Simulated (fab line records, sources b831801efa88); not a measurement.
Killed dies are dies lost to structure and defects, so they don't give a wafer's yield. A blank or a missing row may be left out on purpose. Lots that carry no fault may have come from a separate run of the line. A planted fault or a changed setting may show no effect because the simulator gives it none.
Which of the tools did it? ; flow gf180mcu ; Sampling: 12 lots, 36 wafers, 2 of 602 route steps

WHAT THE GAUGES SHOWED, per wafer
GF_M2_RS_MEAS_05: measures by four-point-probe.
lot;measured;on;M2_ALCU_RS (ohm/sq)
L075;day 18 21:23;filmMetro-01;0.0708 0.0709 0.0699
L077;day 20 02:41;filmMetro-03;0.0692 0.0689 0.0685
L079;day 20 10:00;filmMetro-01;0.0705 0.0701 0.0690
L081;day 21 10:36;filmMetro-01;0.0698 0.0703 0.0694
L083;day 21 21:53;filmMetro-03;0.0705 0.0703 0.0711
L085;day 22 16:26;filmMetro-02;0.0696 0.0702 0.0696
L087;day 23 13:53;filmMetro-03;0.0698 0.0705 0.0707
L089;day 24 05:52;filmMetro-03;0.0700 0.0697 0.0695
L090;day 24 23:23;filmMetro-02;0.0703 0.0706 0.0699
L093;day 25 15:28;filmMetro-03;0.0698 0.0698 0.0677
L094;day 26 02:55;filmMetro-02;0.0687 0.0693 0.0704
L097;day 26 22:02;filmMetro-02;0.0689 0.0700 0.0689

WHAT TOOL EACH LOT RAN ON (gives the tool, then ch and the chambers of the sampled wafers, and finally the start)
lot;GF_M2_SPUTTER_01
L075;pvdSputter-04, day 18 21:14
L077;pvdSputter-03, day 20 02:34
L079;pvdSputter-04, day 20 09:53
L081;pvdSputter-04, day 21 10:29
L083;pvdSputter-02, day 21 21:43
L085;pvdSputter-02, day 22 16:17
L087;pvdSputter-04, day 23 13:44
L089;pvdSputter-04, day 24 05:42
L090;pvdSputter-02, day 24 23:13
L093;pvdSputter-03, day 25 15:21
L094;pvdSputter-04, day 26 02:46
L097;pvdSputter-04, day 26 21:55
- GF_M2_SPUTTER_01: material TiN, target thk 30 nm, time 25 s.

THE ANSWER, worked out from the rows above alone
Rule: the usual values come from the lots themselves. The widest of any qualifying gaps counts: lots, ordered by their means at a reading, are off when they make up no more than a third of the lots, leave a main group of 4 or more, and stand apart from it by 3 or more times the standard deviation of that group's means. The tables above print the reading to a certain number of digits; a main group whose means all agree to those digits is not used. A lot without any number at a reading at which 4 lots or more have one is off too. Any other lot the step has rows for is counted as sound.
No lot is off at any reading shown: from this, nothing can be told.

WHAT THE SIMULATOR PUT IN
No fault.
